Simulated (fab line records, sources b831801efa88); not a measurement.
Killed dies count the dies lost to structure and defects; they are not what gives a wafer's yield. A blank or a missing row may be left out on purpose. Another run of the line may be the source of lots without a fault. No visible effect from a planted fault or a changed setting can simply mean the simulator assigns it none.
Struck lot and sound lot, side by side | flow sky130 | 21 steps out of a route of 708
Sound: these wafers, L785.1, L785.4, L785.6. Wafers L776.1, L776.2, L776.5 were the ones struck. The cause is given at the end.
For every step that has rows: the tool of each side, followed by ch and its chambers, followed by its first start. Under that, the readings that differ: sound wafers | struck wafers | difference of the means | sigmas: that difference in standard deviations of wafers without a fault.
alike: words and numbers the same on both sides, and readings whose means are apart by under 2 such deviations; not compared: readings that were withheld, readings missing a value for some wafer, numbers with overlapping values and no deviation given by the record, and bounds like >300 which may hide the same value.
The two part at a step that has a row with sigmas, a row that says differs or no value, or rows on one side only. Numbers that have no deviation but don't overlap get no sigmas and don't part them. Lack of a reading on every wafer of one side parts them only where that side has two or more wafers.

first, 1 step without rows for these wafers: SKY_POLY_GATE_OXIDATION_20 (stabilise 600 s, purge 300 s, target thk 4 nm).
SKY_POLY_GATE_THK_MEAS_21:
  sound on film metro-03, day 21 14:56; struck on film metro-03, day 19 00:53
  alike: POLY_GATE_OXIDATION_THK
SKY_POLY_GATE_CD_MEAS_22:
  sound on cd sem-02, day 21 14:59; struck on cd sem-01, day 19 01:07
  alike: cd nm
then, 7 steps without rows for these wafers: SKY_LDD_N_DEHYDRATE_00 (time 60 s); SKY_LDD_N_HMDS_01 (prime time 60 s); SKY_LDD_N_COAT_02 (resist thk 300 nm); SKY_LDD_N_SOFTBAKE_03 (time 60 s); SKY_LDD_N_EXPOSE_04 (exposes mask NTM, target cd 840 nm); SKY_LDD_N_PEB_05; SKY_LDD_N_DEVELOP_06 (develop time 60 s).
SKY_LDD_N_OVL_MEAS_07:
  sound on overlay-01, day 22 21:11; struck on overlay-01, day 20 07:49
  alike: LDD_N_OVL
following that, these wafers have no rows for 1 step: SKY_LDD_N_IMPLANT_08.
SKY_LDD_N_IMPLANT_09:
  struck on implanter-04, day 20 08:01; sound on implanter-03 ch 0, day 22 21:22
  no value came back on the struck wafers for beam energy keV, beam on s (s); on the sound wafers beam energy keV reads 19.995 19.993 19.991
then, 6 steps without rows for these wafers: SKY_LDD_N_IMPLANT_10; SKY_LDD_N_IMPLANT_11; SKY_LDD_N_IMPLANT_12; SKY_LDD_N_IMPLANT_13; SKY_LDD_N_IMPLANT_14; SKY_LDD_N_IMPLANT_15.
SKY_LDD_N_STRIP_16: strips in O2/N2.
  sound on plasma asher-02 ch 0, day 22 22:25; struck on plasma asher-02 ch 0,1, day 20 09:04
  reading                      | sound             | struck            | difference | sigmas
  strip time to endpoint s (s) | 4.296 4.287 4.286 | 4.106 4.112 4.114 | -0.179     | -13
  alike: drypump motor current A, oes product au
  not compared: rf hours counter h
SKY_LDD_N_TW_MEAS_17:
  sound on film metro-01, day 22 22:31; struck on film metro-04, day 20 09:10
  reading  | sound          | struck         | difference | sigmas
  LDD_N_TW | 2607 2590 2598 | 2403 2414 2423 | -185       | -10

== WHERE THEY PART ==
Last at SKY_LDD_N_TW_MEAS_17 as far as this record goes, first at SKY_LDD_N_IMPLANT_09.

WHY: whatever the simulator had introduced
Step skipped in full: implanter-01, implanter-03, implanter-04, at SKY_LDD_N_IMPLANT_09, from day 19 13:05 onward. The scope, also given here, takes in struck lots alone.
